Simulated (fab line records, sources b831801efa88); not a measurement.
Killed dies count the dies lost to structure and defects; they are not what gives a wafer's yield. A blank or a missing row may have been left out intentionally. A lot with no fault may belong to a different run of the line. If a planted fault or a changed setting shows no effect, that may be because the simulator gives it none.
Comparing a struck lot with a sound one	flow sky130	33 out of 708 route steps
Sound: wafers L154.1, L154.2, L154.5. Struck: wafers L144.1, L144.3, L144.6. The cause is named last.
For every step that has rows: the tool of each side, followed by ch and its chambers, followed by its first start. Under that, the readings that differ: sound wafers	struck wafers	difference of the means	sigmas: that difference in standard deviations of wafers without a fault.
alike: readings with means less than 2 such deviations apart, plus words and numbers identical on both sides. not compared: withheld readings, readings lacking a value on some wafer, bounds such as >300 that could conceal the same value, and numbers that have no deviation in the record and whose values overlap.
The two part at a step that has a row with sigmas, a row that says differs or no value, or rows on one side only. When numbers do not overlap yet have no deviation, they are printed without sigmas and do not part them. A reading that every wafer of one side lacks parts them only if that side has two wafers or more.

first, 7 steps without rows for these wafers: SKY_SONOS_TUNNEL_DEVELOP_06 (develop time 60 s); SKY_SONOS_TUNNEL_IMPLANT_09; SKY_SONOS_TUNNEL_WET_ETCH_10 (etches SiO2 in dHF, target depth 14 nm, time 280 s); SKY_SONOS_TUNNEL_STRIP_11 (strips in SPM, time 600 s); SKY_SONOS_TUNNEL_CLEAN_13 (cleans in dHF, time 20 s); SKY_SONOS_ONO_OXIDATION_00 (stabilise 600 s, purge 300 s, target thk 2.6 nm); SKY_SONOS_ONO_CVD_02 (deposits Si3N4 from DCS/NH3, target thk 10.5 nm, time 175 s).
SKY_SONOS_ONO_CVD_04: deposits SiO2 from SiH4/N2O, target thk 5.7199 nm.
  sound on lpcvd-03 ch 1, day 18 22:24; struck on lpcvd-03 ch 0, day 15 20:36
reading	sound	struck	difference	sigmas
pressure mtorr (mTorr)	401.0 399.5 400.9	480.4 479.9 480.8	+79.9	+99 or more
model.SiO2_of_SONOS_ONO_CVD_04.thk nm (nm)	5.692 5.737 5.673	6.272 6.275 6.187	+0.544	
  alike: spike tc upper C
SKY_SONOS_ONO_THK_MEAS_05:
  sound on film metro-03 at day 18 23:39; struck on film metro-02 at day 15 22:05
reading	sound	struck	difference	sigmas
SONOS_ONO_CVD_04_THK (nm)	5.72 5.75 5.63	6.25 6.31 6.15	+0.54	+4
  not compared: hold
then, 22 steps without rows for these wafers: SKY_SONOS_ONO_HMDS_07 (prime time 60 s); SKY_SONOS_ONO_COAT_08 (resist thk 1133 nm); SKY_SONOS_ONO_SOFTBAKE_09 (time 60 s); SKY_SONOS_ONO_EXPOSE_10 (exposes mask ONOM, target cd 410 nm); SKY_SONOS_ONO_PEB_11; SKY_SONOS_ONO_DEVELOP_12 (develop time 60 s); SKY_SONOS_ONO_ETCH_15 (etches the open film in CHF3/O2, target depth 19.52 nm, time 7.8 s); SKY_SONOS_ONO_WET_ETCH_16 (etches SiO2 in dHF, target depth 14 nm, time 280 s); SKY_SONOS_ONO_STRIP_17 (strips in O2/N2); SKY_SONOS_ONO_WET_ETCH_18 (etches Si3N4 in H3PO4, target depth 15 nm, time 172 s); SKY_GATE_OXIDE_CLEAN_00 (cleans in SC1/SC2, time 150 s); SKY_GATE_OXIDE_OXIDATION_01 (stabilise 600 s, purge 300 s, target thk 10.268 nm); SKY_GATE_OXIDE_DEHYDRATE_03 (time 60 s); SKY_GATE_OXIDE_HMDS_04 (prime time 60 s); SKY_GATE_OXIDE_COAT_05 (resist thk 1140 nm); SKY_GATE_OXIDE_SOFTBAKE_06 (time 60 s); SKY_GATE_OXIDE_EXPOSE_07 (exposes mask LVOM, target cd 600 nm); SKY_GATE_OXIDE_PEB_08; SKY_GATE_OXIDE_DEVELOP_09 (develop time 60 s); SKY_GATE_OXIDE_IMPLANT_11; SKY_GATE_OXIDE_WET_ETCH_12 (etches SiO2 in dHF, target depth 16.8 nm, time 336 s); SKY_GATE_OXIDE_STRIP_13 (strips in O2/N2).
-- the record jumps here: 3 days lie between the struck wafers' starts before and after --
SKY_GATE_OXIDE_CLEAN_15: cleans in SC1/SC2, time 150 s.
  sound on wet bench-04 ch 1, day 21 15:00; struck on wet bench-04 ch 3, day 18 10:46
reading	sound	struck	difference	sigmas
model.SiO2_of_SONOS_ONO_CVD_04.thk nm (nm)	4.162 4.211 4.148	4.744 4.743 4.657	+0.541	
  alike: temp c
-- a jump in the record: the struck wafers' starts before and after are 31 days apart (it breaks off in module GATE_OXIDE and resumes in module PAD_OPEN, where the first step shown is number 708 of the route) --
SKY_PAD_OPEN_PROBE_99:
  sound on prober-02 at day 50 15:08; struck on prober-02 at day 49 00:11
reading	sound	struck	difference	sigmas
model.etest.cap ono.gate log10 a cm2	-7.622 -7.752 -7.633	-8.392 -8.515 -8.34	-0.747	
model.etest.cap ono.tox acc nm (nm)	12.66 12.72 12.68	13.29 13.33 13.18	+0.58	
model.etest.sonos programmed.vt v (V)	1.614 1.527 1.543	1.258 1.215 1.326	-0.295	
model.etest.sonos erased.vt v (V)	-2.429 -2.368 -2.359	-2.152 -2.108 -2.183	+0.238	
model.etest.sonos baked.vt v (V)	0.9964 1.013 0.9827	0.7686 0.7641 0.8751	-0.1948	
model.etest.sonos baked.vt less v (V)	-0.6179 -0.5141 -0.5602	-0.4892 -0.4513 -0.4513	+0.1001	
  alike: killed_at_M0_to_M3, killed_at_M4_up, killed at contacts, killed at front end, killed at other, killed dies, killed on rim, killed open, killed short
  not compared: model.etest.sonos erased.drive ua um, model.etest.cap ono.gate bv v

== WHERE THEY PART ==
Last at SKY_SONOS_ONO_THK_MEAS_05 as far as this record goes, first at SKY_SONOS_ONO_CVD_04. Later steps at which nothing parts them and some readings are alike: SKY_GATE_OXIDE_CLEAN_15, SKY_PAD_OPEN_PROBE_99.

WHY: whatever the simulator had introduced
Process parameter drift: lpcvd-03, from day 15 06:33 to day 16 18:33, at SKY_SONOS_ONO_CVD_04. Setting pressure mtorr shifted by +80 from 400.
